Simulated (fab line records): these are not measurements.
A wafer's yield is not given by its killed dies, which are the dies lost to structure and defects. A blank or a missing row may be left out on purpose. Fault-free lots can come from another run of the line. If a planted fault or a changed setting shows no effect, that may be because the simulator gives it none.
Which of the tools did it? / flow gf180mcu / 16 lots with 48 wafers sampled at 5 steps, on a route of 602 steps

== WHAT THE GAUGES SHOWED, per wafer ==
GF_MVSD_OVL_MEAS_07. Usual: for MVSD_OVL the level is 0.1 nm and the standard deviation is 1.4.
lot=L258; measured=day 4 10:58; on=overlay-01; MVSD_OVL (nm)=0.8 0.2 0.5; flag=
lot=L259; measured=day 4 16:58; on=overlay-02; MVSD_OVL (nm)=-1.9 -2.8 -1.1; flag=
lot=L261; measured=day 5 03:46; on=overlay-02; MVSD_OVL (nm)=-1.4 0.0 -1.4; flag=
lot=L263; measured=day 5 14:41; on=overlay-01; MVSD_OVL (nm)=1.9 1.9 2.2; flag=
lot=L264; measured=day 5 19:44; on=overlay-02; MVSD_OVL (nm)=-2.6 -2.6 -1.2; flag=
lot=L265; measured=day 6 02:08; on=overlay-02; MVSD_OVL (nm)=2.5 2.5 1.4; flag=
lot=L266; measured=day 6 11:41; on=overlay-01; MVSD_OVL (nm)=0.9 0.1 1.2; flag=
lot=L267; measured=day 6 14:49; on=overlay-01; MVSD_OVL (nm)=1.3 2.1 1.1; flag=
lot=L268; measured=day 6 19:13; on=overlay-02; MVSD_OVL (nm)=1.6 1.8 0.0; flag=
lot=L269; measured=day 7 03:46; on=overlay-02; MVSD_OVL (nm)=0.2 0.8 0.5; flag=
lot=L270; measured=day 7 08:20; on=overlay-02; MVSD_OVL (nm)=-0.4 -0.4 0.1; flag=
lot=L271; measured=day 7 13:07; on=overlay-01; MVSD_OVL (nm)=0.4 -0.1 -0.2; flag=
lot=L274; measured=day 8 06:07; on=overlay-01; MVSD_OVL (nm)=3.1 1.5 2.2; flag=
lot=L275; measured=day 8 11:34; on=overlay-01; MVSD_OVL (nm)=-1.8 -1.2 -1.0; flag=
lot=L276; measured=day 8 17:14; on=overlay-01; MVSD_OVL (nm)=-1.3 -0.2 -0.9; flag=
lot=L277; measured=day 8 23:58; on=overlay-01; MVSD_OVL (nm)=0.3 1.4 0.1; flag=

GF_VT_IMPLANT_OVL_MEAS_07. Usual: for VT_IMPLANT_OVL the level is -0.3 nm and the standard deviation is 1.2.
lot=L258; measured=day 5 15:59; on=overlay-02; VT_IMPLANT_OVL (nm)=-2.0 -1.6 -0.5; flag=
lot=L259; measured=day 5 22:50; on=overlay-01; VT_IMPLANT_OVL (nm)=-0.8 -2.9 -2.8; flag=
lot=L261; measured=day 6 09:01; on=overlay-02; VT_IMPLANT_OVL (nm)=-3.2 -3.8 -1.6; flag=
lot=L263; measured=day 6 21:07; on=overlay-02; VT_IMPLANT_OVL (nm)=-1.6 -2.0 -2.6; flag=
lot=L264; measured=day 7 02:22; on=overlay-01; VT_IMPLANT_OVL (nm)=-1.1 -0.2 1.3; flag=
lot=L265; measured=day 7 08:43; on=overlay-02; VT_IMPLANT_OVL (nm)=-0.8 -0.1 -0.2; flag=
lot=L266; measured=day 7 19:08; on=overlay-02; VT_IMPLANT_OVL (nm)=-0.2 -0.3 -0.4; flag=
lot=L267; measured=day 7 22:16; on=overlay-02; VT_IMPLANT_OVL (nm)=-2.0 -3.0 -1.3; flag=
lot=L268; measured=day 8 03:43; on=overlay-02; VT_IMPLANT_OVL (nm)=0.5 1.0 0.2; flag=
lot=L269; measured=day 8 12:53; on=overlay-01; VT_IMPLANT_OVL (nm)=-0.5 0.7 0.2; flag=
lot=L270; measured=day 8 16:46; on=overlay-02; VT_IMPLANT_OVL (nm)=0.7 0.2 -0.6; flag=
lot=L271; measured=day 8 21:28; on=overlay-01; VT_IMPLANT_OVL (nm)=0.0 -0.7 -1.3; flag=
lot=L274; measured=day 9 16:13; on=overlay-02; VT_IMPLANT_OVL (nm)=0.6 0.4 0.4; flag=
lot=L275; measured=day 9 21:44; on=overlay-02; VT_IMPLANT_OVL (nm)=-0.1 -0.2 -0.5; flag=
lot=L276; measured=day 10 04:10; on=overlay-01; VT_IMPLANT_OVL (nm)=1.0 -0.1 1.2; flag=
lot=L277; measured=day 10 11:37; on=overlay-01; VT_IMPLANT_OVL (nm)=-2.2 -2.1 -0.5; flag=

GF_VT_IMPLANT_TW_MEAS_43. Usual: for VT_IMPLANT_4_TW the level is 688 and the standard deviation is 3.8.
lot=L258; measured=day 7 13:39; on=film_metro-02; VT_IMPLANT_4_TW=687 692 687; flag=
lot=L259; measured=day 7 21:28; on=film_metro-02; VT_IMPLANT_4_TW=689 689 690; flag=
lot=L261; measured=day 8 08:11; on=film_metro-04; VT_IMPLANT_4_TW=691 686 693; flag=
lot=L263; measured=day 8 21:28; on=film_metro-02; VT_IMPLANT_4_TW=693 694 693; flag=
lot=L264; measured=day 9 02:58; on=film_metro-02; VT_IMPLANT_4_TW=685 679 686; flag=
lot=L265; measured=day 9 09:49; on=film_metro-02; VT_IMPLANT_4_TW=684 689 682; flag=
lot=L266; measured=day 9 21:02; on=film_metro-02; VT_IMPLANT_4_TW=686 691 683; flag=
lot=L267; measured=day 10 00:31; on=film_metro-04; VT_IMPLANT_4_TW=686 686 684; flag=
lot=L268; measured=day 10 05:40; on=film_metro-01; VT_IMPLANT_4_TW=685 689 690; flag=
lot=L269; measured=day 10 16:30; on=film_metro-02; VT_IMPLANT_4_TW=695 691 691; flag=
lot=L270; measured=day 10 20:39; on=film_metro-02; VT_IMPLANT_4_TW=693 691 696; flag=
lot=L271; measured=day 11 03:17; on=film_metro-02; VT_IMPLANT_4_TW=686 689 685; flag=
lot=L274; measured=day 11 23:11; on=film_metro-02; VT_IMPLANT_4_TW=507 508 509 511 507 507; flag=OFF
lot=L275; measured=day 12 05:25; on=film_metro-01; VT_IMPLANT_4_TW=504 506 507 506 508 504; flag=OFF
lot=L276; measured=day 12 13:08; on=film_metro-02; VT_IMPLANT_4_TW=509 508 509 511 505 510; flag=OFF
lot=L277; measured=day 12 21:22; on=film_metro-02; VT_IMPLANT_4_TW=513 511 511 511 511 509; flag=OFF

GF_DUAL_GATE_THK_MEAS_03. Usual: for DUAL_GATE_OXIDATION_00_THK the level is 10.85 nm and the standard deviation is 0.18.
lot=L258; measured=day 7 15:58; on=film_metro-02; DUAL_GATE_OXIDATION_00_THK (nm)=11.05 10.92 10.90; flag=
lot=L259; measured=day 7 23:58; on=film_metro-03; DUAL_GATE_OXIDATION_00_THK (nm)=10.92 10.93 11.02; flag=
lot=L261; measured=day 8 18:25; on=film_metro-03; DUAL_GATE_OXIDATION_00_THK (nm)=11.01 11.09 10.96; flag=
lot=L263; measured=day 9 01:02; on=film_metro-02; DUAL_GATE_OXIDATION_00_THK (nm)=10.77 10.84 10.84; flag=
lot=L264; measured=day 9 05:59; on=film_metro-03; DUAL_GATE_OXIDATION_00_THK (nm)=10.73 10.83 10.68; flag=
lot=L265; measured=day 9 12:09; on=film_metro-03; DUAL_GATE_OXIDATION_00_THK (nm)=11.04 10.99 11.07; flag=
lot=L266; measured=day 9 23:26; on=film_metro-02; DUAL_GATE_OXIDATION_00_THK (nm)=10.81 10.96 10.85; flag=
lot=L267; measured=day 10 02:51; on=film_metro-04; DUAL_GATE_OXIDATION_00_THK (nm)=10.79 10.81 10.84; flag=
lot=L268; measured=day 10 09:01; on=film_metro-03; DUAL_GATE_OXIDATION_00_THK (nm)=10.47 10.53 10.67; flag=
lot=L269; measured=day 10 19:56; on=film_metro-04; DUAL_GATE_OXIDATION_00_THK (nm)=10.88 10.86 10.70; flag=
lot=L270; measured=day 11 00:20; on=film_metro-04; DUAL_GATE_OXIDATION_00_THK (nm)=10.79 10.90 10.70; flag=
lot=L271; measured=day 11 06:42; on=film_metro-02; DUAL_GATE_OXIDATION_00_THK (nm)=10.81 10.80 10.84; flag=

== TOOL THAT RAN EACH LOT (tool first, then ch and the chambers of the sampled wafers, then the start) ==
lot=L258; GF_VT_IMPLANT_IMPLANT_41=implanter-01 ch 0, day 7 13:25
lot=L259; GF_VT_IMPLANT_IMPLANT_41=implanter-03 ch 0, day 7 21:13
lot=L261; GF_VT_IMPLANT_IMPLANT_41=implanter-01 ch 0, day 8 07:56
lot=L263; GF_VT_IMPLANT_IMPLANT_41=implanter-02 ch 0, day 8 21:14
lot=L264; GF_VT_IMPLANT_IMPLANT_41=implanter-03 ch 0, day 9 02:44
lot=L265; GF_VT_IMPLANT_IMPLANT_41=implanter-02 ch 0, day 9 09:35
lot=L266; GF_VT_IMPLANT_IMPLANT_41=implanter-02 ch 0, day 9 20:49
lot=L267; GF_VT_IMPLANT_IMPLANT_41=implanter-03 ch 0, day 10 00:16
lot=L268; GF_VT_IMPLANT_IMPLANT_41=implanter-03 ch 0, day 10 05:25
lot=L269; GF_VT_IMPLANT_IMPLANT_41=implanter-02 ch 0, day 10 16:15
lot=L270; GF_VT_IMPLANT_IMPLANT_41=implanter-03 ch 0, day 10 20:24
lot=L271; GF_VT_IMPLANT_IMPLANT_41=implanter-03 ch 0, day 11 03:02
lot=L274; GF_VT_IMPLANT_IMPLANT_41=implanter-02 ch 0, day 11 22:56
lot=L275; GF_VT_IMPLANT_IMPLANT_41=implanter-03 ch 0, day 12 05:10
lot=L276; GF_VT_IMPLANT_IMPLANT_41=implanter-03 ch 0, day 12 12:56
lot=L277; GF_VT_IMPLANT_IMPLANT_41=implanter-03 ch 0, day 12 21:08
- GF_VT_IMPLANT_IMPLANT_41

== AS READ BY THE TOOLS THEMSELVES (means over the sampled wafers that have a number; for cases with no such wafer, the mark the record gives instead) ==
The record holds no such reading with a usual standard deviation.

== THE ANSWER, worked out from the rows above alone ==
Rule: a lot is off if the mean of its wafers that have a number lies more than 3 standard deviations from the usual mean. A lot without any number at a reading at which 4 lots or more have one is off too. Where the step has rows for the other lots, those lots are counted as sound. Order of review: gauges by route order, followed by the tools' own readings, for which a lot's mean as printed above is used. The first step at which some lot is off is used, and at that step the reading that is off furthest; a lot without a number counts as furthest.
Off: L274, L275, L276, L277, seen at GF_VT_IMPLANT_TW_MEAS_43 (VT_IMPLANT_4_TW).
If a tool, at a process step before that reading, ran all the lots that are off and no sound lot after the first of them, it fits. Gauges at GF_VT_IMPLANT_TW_MEAS_43: tried the same way as those tools. Not one of the candidates tried fits.

== WHAT WAS PUT IN BY THE SIMULATOR ==
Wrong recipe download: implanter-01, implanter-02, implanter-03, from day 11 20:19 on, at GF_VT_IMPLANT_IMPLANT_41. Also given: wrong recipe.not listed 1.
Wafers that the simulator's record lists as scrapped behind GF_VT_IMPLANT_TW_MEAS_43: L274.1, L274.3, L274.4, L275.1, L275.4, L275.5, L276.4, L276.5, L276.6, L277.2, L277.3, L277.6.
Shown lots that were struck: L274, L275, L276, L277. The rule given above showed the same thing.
